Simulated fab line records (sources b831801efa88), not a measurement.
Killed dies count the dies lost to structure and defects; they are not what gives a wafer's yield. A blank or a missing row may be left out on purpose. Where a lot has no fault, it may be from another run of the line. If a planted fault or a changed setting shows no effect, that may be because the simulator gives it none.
fab line records    flow gf180mcu
record: lots: 13  wafers: 39  last_day: 34
route steps=602 shown M1@319 V1@352 M2@375 M4@460
lots that met no fault: taken from a fault-free run of the same line
start_h: the number of hours between the record's first day and the start of the first shown wafer of the lot    wait_h: how many hours have passed since the lot's step before this one    " repeats the value in the row above    L1.1+2: several wafers, shown together as one row    - no value, or no start given    * or withheld: withheld    < > ~ a bound
route shown NAME@n: a module of which the file shows steps, and the number in the route of the first    usual: mean/standard deviation of fault-free wafers    same: alike in all rows    chamber/n: place in a boat    sites: each site's reading    _std_site: their standard deviation    _edge_site: outer sites' mean less inner sites'    radius_mm: how far each site lies from the wafer's centre    mask NAME#n: copy n    behind: the tool/chamber that last shaped the wafer    hold: why the lot went on hold/how many hours it stayed there/how the hold came to an end    device: which transistor (n, p or np) failed to switch    end of line: the tests these same wafers got at the end of their route    a step with no rows: only its recipe    killed: at the first sort, the dies lost to defects and structure; wafer yield is something else    map: dies across one wafer; x = killed, . = not, _ = none there
set.NAME: the setting the step ran with; set.NAME@STEP: the setting that earlier step ran with    model.NAME: the simulator's own value behind a step, which no gauge read
one table for each step of the route and one row for each wafer, over a sample of lots
services: from which hour (start_h, from the record's first day; less than 0 if before it) a tool's chamber was out of use, for how many hours, and why
== steps ==
step: GF_M1_SPUTTER_04
recipe: material: TiN  target_thk_nm: 50  power_w: 6500  time_s: 41.7  chamber_pressure_pa: 0.4
usual: throttle_valve_pct: 29.9/0.91
lot.wafer  tool            chamber  start_h  wait_h  throttle_valve_pct
L176.2     pvd_sputter-02  -        367.02   0.0     29.1
L176.4     "               -        "        "       29.4
L176.5     "               -        "        "       30.9
L177.2     pvd_sputter-03  -        372.75   0.0     29.4
L177.4     "               -        "        "       29.9
L177.5     "               -        "        "       29.9
L178.1     pvd_sputter-04  -        382.94   0.0     28.8
L178.4     "               -        "        "       28.3
L178.5     "               -        "        "       28.9
L180.1     pvd_sputter-03  -        404.75   0.0     29.7
L180.2     "               -        "        "       30.0
L180.6     "               -        "        "       29.6
L181.2     pvd_sputter-02  -        415.50   0.0     29.4
L181.3     "               -        "        "       29.2
L181.6     "               -        "        "       30.2
L182.3     pvd_sputter-02  -        421.17   0.0     30.4
L182.5     "               -        "        "       31.4
L182.6     "               -        "        "       30.1
L188.1     pvd_sputter-03  -        469.81   0.0     30.5
L188.2     "               -        "        "       29.8
L188.6     "               -        "        "       29.4
L192.2     pvd_sputter-04  -        504.77   0.0     30.6
L192.4     "               -        "        "       29.0
L192.5     "               -        "        "       28.8
L193.2     pvd_sputter-03  -        505.63   0.0     29.9
L193.3     "               -        "        "       30.3
L193.6     "               -        "        "       30.2
L194.1     pvd_sputter-02  -        518.30   0.0     30.4
L194.3     "               -        "        "       29.4
L194.5     "               -        "        "       29.0
L195.1     pvd_sputter-04  -        534.37   0.0     28.1
L195.2     "               -        "        "       30.7
L195.5     "               -        "        "       31.1
L196.1     pvd_sputter-04  -        536.47   0.0     31.1
L196.3     "               -        "        "       30.7
L196.4     "               -        "        "       28.3
L197.1     pvd_sputter-04  -        545.98   0.0     28.2
L197.4     "               -        "        "       31.1
L197.5     "               -        "        "       28.1
step: GF_V1_ETCH_17
recipe: chemistry: C4F8/O2/Ar  mask_material: KrF  target: SiO2  stop_on: TiN  source_w: 1500  bias_w: 1200  pressure_mtorr: 40  c4f8_flow_sccm: withheld  O2_flow_sccm: 6  Ar_flow_sccm: 300  time_s: withheld  target_depth_a: 6300
usual: oes_product_au: 0.855/0.0048
lot.wafer  tool         chamber  start_h  wait_h  oes_product_au
L176.2     rie_diel-03  0        -        -       0.854
L176.4     "            2        "        "       0.856
L176.5     "            0        "        "       0.855
L177.2     rie_diel-02  2        -        -       0.853
L177.4     "            3        "        "       0.857
L177.5     "            1        "        "       0.863
L178.1     rie_diel-04  1        -        -       0.852
L178.4     "            3        "        "       0.858
L178.5     "            1        "        "       0.845
L180.1     rie_diel-04  2        -        -       0.865
L180.2     "            0        "        "       0.856
L180.6     "            1        "        "       0.855
L181.2     rie_diel-02  0        -        -       0.859
L181.3     "            1        "        "       0.859
L181.6     "            0        "        "       0.856
L182.3     rie_diel-02  0        -        -       0.856
L182.5     "            2        "        "       0.858
L182.6     "            1        "        "       0.848
L188.1     rie_diel-02  1        -        -       0.857
L188.2     "            3        "        "       0.854
L188.6     "            2        "        "       0.868
L192.2     rie_diel-03  1        -        -       0.848
L192.4     "            3        "        "       0.854
L192.5     "            1        "        "       0.855
L193.2     rie_diel-02  3        -        -       0.845
L193.3     "            1        "        "       0.860
L193.6     "            0        "        "       0.852
L194.1     rie_diel-03  3        -        -       0.866
L194.3     "            0        "        "       0.861
L194.5     "            1        "        "       0.862
L195.1     rie_diel-02  0        -        -       0.855
L195.2     "            2        "        "       0.855
L195.5     "            2        "        "       0.854
L196.1     rie_diel-02  2        -        -       0.858
L196.3     "            3        "        "       0.847
L196.4     "            0        "        "       0.855
L197.1     rie_diel-03  0        -        -       0.858
L197.4     "            1        "        "       0.853
L197.5     "            3        "        "       0.862
step: GF_M2_DEVELOP_13
recipe: develop_time_s: 60  dev_temp_c: 21
usual: resist_line_temp_C: 23.01/0.098
lot.wafer  tool            chamber  start_h  wait_h  resist_line_temp_C
L176.2     litho_track-04  0        441.70   0.2     22.91
L176.4     "               0        "        "       22.99
L176.5     "               0        "        "       22.84
L177.2     litho_track-02  0        445.45   0.2     23.07
L177.4     "               0        "        "       23.17
L177.5     "               0        "        "       23.03
L178.1     litho_track-02  0        456.47   0.2     23.04
L178.4     "               0        "        "       23.11
L178.5     "               0        "        "       22.98
L180.1     litho_track-04  0        479.87   0.2     23.08
L180.2     "               0        "        "       23.14
L180.6     "               0        "        "       23.17
L181.2     litho_track-02  0        492.05   0.2     23.02
L181.3     "               0        "        "       23.12
L181.6     "               0        "        "       23.02
L182.3     litho_track-01  0        496.44   0.1     23.10
L182.5     "               0        "        "       23.08
L182.6     "               0        "        "       23.04
L188.1     litho_track-01  0        541.94   0.2     22.93
L188.2     "               0        "        "       22.93
L188.6     "               0        "        "       22.98
L192.2     litho_track-04  0        575.45   0.2     22.94
L192.4     "               0        "        "       22.95
L192.5     "               0        "        "       22.88
L193.2     litho_track-01  0        575.76   0.2     23.16
L193.3     "               0        "        "       23.04
L193.6     "               0        "        "       23.07
L194.1     litho_track-01  0        592.33   0.2     23.03
L194.3     "               0        "        "       23.16
L194.5     "               0        "        "       23.03
L195.1     litho_track-04  0        602.02   0.2     22.92
L195.2     "               0        "        "       22.99
L195.5     "               0        "        "       22.97
L196.1     litho_track-04  0        604.22   0.2     23.03
L196.3     "               0        "        "       22.99
L196.4     "               0        "        "       23.01
L197.1     litho_track-04  0        613.57   0.2     22.92
L197.4     "               0        "        "       22.96
L197.5     "               0        "        "       22.88
step: GF_M2_CD_MEAS_14
recipe: target_cd_nm: 280
usual: cd_nm: 280.2/1.2
lot.wafer  tool       chamber  start_h  wait_h  cd_nm
L176.2     cd_sem-01  -        441.85   0.1     279.2
L176.4     "          -        "        "       280.8
L176.5     "          -        "        "       280.1
L177.2     cd_sem-01  -        445.69   0.2     278.5
L177.4     "          -        "        "       279.5
L177.5     "          -        "        "       279.4
L178.1     cd_sem-01  -        456.62   0.1     278.6
L178.4     "          -        "        "       278.9
L178.5     "          -        "        "       278.0
L180.1     cd_sem-02  -        480.02   0.1     280.6
L180.2     "          -        "        "       280.7
L180.6     "          -        "        "       280.0
L181.2     cd_sem-01  -        492.19   0.1     281.0
L181.3     "          -        "        "       279.4
L181.6     "          -        "        "       280.5
L182.3     cd_sem-02  -        496.58   0.1     281.3
L182.5     "          -        "        "       280.0
L182.6     "          -        "        "       280.7
L188.1     cd_sem-02  -        542.11   0.2     281.7
L188.2     "          -        "        "       280.2
L188.6     "          -        "        "       280.4
L192.2     cd_sem-02  -        575.59   0.1     279.4
L192.4     "          -        "        "       281.2
L192.5     "          -        "        "       281.2
L193.2     cd_sem-01  -        575.90   0.1     283.9
L193.3     "          -        "        "       284.5
L193.6     "          -        "        "       284.2
L194.1     cd_sem-02  -        592.48   0.1     286.7
L194.3     "          -        "        "       287.2
L194.5     "          -        "        "       286.7
L195.1     cd_sem-01  -        602.17   0.1     280.7
L195.2     "          -        "        "       279.7
L195.5     "          -        "        "       281.6
L196.1     cd_sem-02  -        604.37   0.1     282.2
L196.3     "          -        "        "       281.2
L196.4     "          -        "        "       280.4
L197.1     cd_sem-02  -        613.72   0.1     278.7
L197.4     "          -        "        "       278.4
L197.5     "          -        "        "       279.2
step: GF_M4_SPUTTER_04
recipe: material: TiN  target_thk_nm: 50  power_w: 6500  time_s: 41.7  chamber_pressure_pa: 0.4
usual: throttle_valve_pct: 29.9/0.87
lot.wafer  tool            chamber  start_h  wait_h  throttle_valve_pct
L176.2     pvd_sputter-01  -        521.01   0.0     29.2
L176.4     "               -        "        "       29.6
L176.5     "               -        "        "       30.4
L177.2     pvd_sputter-02  -        523.66   0.0     29.1
L177.4     "               -        "        "       29.1
L177.5     "               -        "        "       30.1
L178.1     pvd_sputter-04  -        533.02   0.0     31.1
L178.4     "               -        "        "       28.0
L178.5     "               -        "        "       31.0
L180.1     pvd_sputter-01  -        555.53   0.0     29.8
L180.2     "               -        "        "       30.0
L180.6     "               -        "        "       30.0
L181.2     pvd_sputter-02  -        567.26   0.0     30.2
L181.3     "               -        "        "       29.2
L181.6     "               -        "        "       30.4
L182.3     pvd_sputter-02  -        571.38   0.0     29.0
L182.5     "               -        "        "       29.4
L182.6     "               -        "        "       29.6
L188.1     pvd_sputter-02  -        612.56   0.0     30.2
L188.2     "               -        "        "       29.6
L188.6     "               -        "        "       30.3
L192.2     pvd_sputter-04  -        642.91   0.0     28.2
L192.4     "               -        "        "       28.9
L192.5     "               -        "        "       31.1
L193.2     pvd_sputter-01  -        644.48   0.0     29.9
L193.3     "               -        "        "       28.9
L193.6     "               -        "        "       30.1
L194.1     pvd_sputter-02  -        659.59   0.0     30.4
L194.3     "               -        "        "       29.5
L194.5     "               -        "        "       31.0
L195.1     pvd_sputter-01  -        668.65   0.0     29.2
L195.2     "               -        "        "       29.9
L195.5     "               -        "        "       30.4
L196.1     pvd_sputter-02  -        670.91   0.0     29.6
L196.3     "               -        "        "       31.0
L196.4     "               -        "        "       30.3
L197.1     pvd_sputter-02  -        681.09   0.0     30.4
L197.4     "               -        "        "       29.5
L197.5     "               -        "        "       29.2
== services ==
tool            chamber  start_h  hours  kind
pvd_sputter-04  -        359.33   2.2    repair
rie_diel-02     2        362.90   7.4    repair
pvd_sputter-04  -        371.80   10.3   repair
rie_diel-03     0        377.01   7.0    repair
rie_diel-03     3        414.43   7.2    repair
rie_diel-04     0        429.38   1.7    repair
rie_diel-03     0        449.41   1.4    repair
pvd_sputter-02  0        461.91   -      consumable_replace:kit
pvd_sputter-02  0        461.91   18.0   scheduled_down
pvd_sputter-02  0        461.91   18.0   vent_cycle
rie_diel-04     -        463.58   14.6   pm
rie_diel-03     0        481.58   6.4    repair
rie_diel-03     1        488.29   9.8    repair
rie_diel-02     1        494.51   3.1    repair
pvd_sputter-01  -        505.61   6.3    repair
rie_diel-03     0        514.65   14.2   repair
rie_diel-04     1        516.08   8.9    repair
pvd_sputter-04  -        516.60   1.7    repair
rie_diel-04     0        541.03   2.7    repair
rie_diel-03     2        589.66   5.2    repair
pvd_sputter-01  -        610.56   1.6    repair
pvd_sputter-01  -        637.03   1.0    repair
rie_diel-04     3        642.11   10.1   repair
pvd_sputter-03  -        661.00   0.6    repair
== key ==
first_sign: step: GF_M2_CD_MEAS_14  reading: cd_nm  direction: up  sigmas: 4.4  usual: 280.2  struck: 285.5
effect none on later readings
met_at GF_M2_DEVELOP_13
struck_lots L193,L194
not_acting_at GF_M1_SPUTTER_04,GF_V1_ETCH_17,GF_M4_SPUTTER_04
onset_between 541.94 575.76
fault: kind: process_parameter_drift  tool: litho_track-01  chamber: -  onset_h: 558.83  steps: GF_M2_DEVELOP_13  channel: develop_time_s  offset: *  shape: step  end_h: 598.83  acts_in: *  stated: *
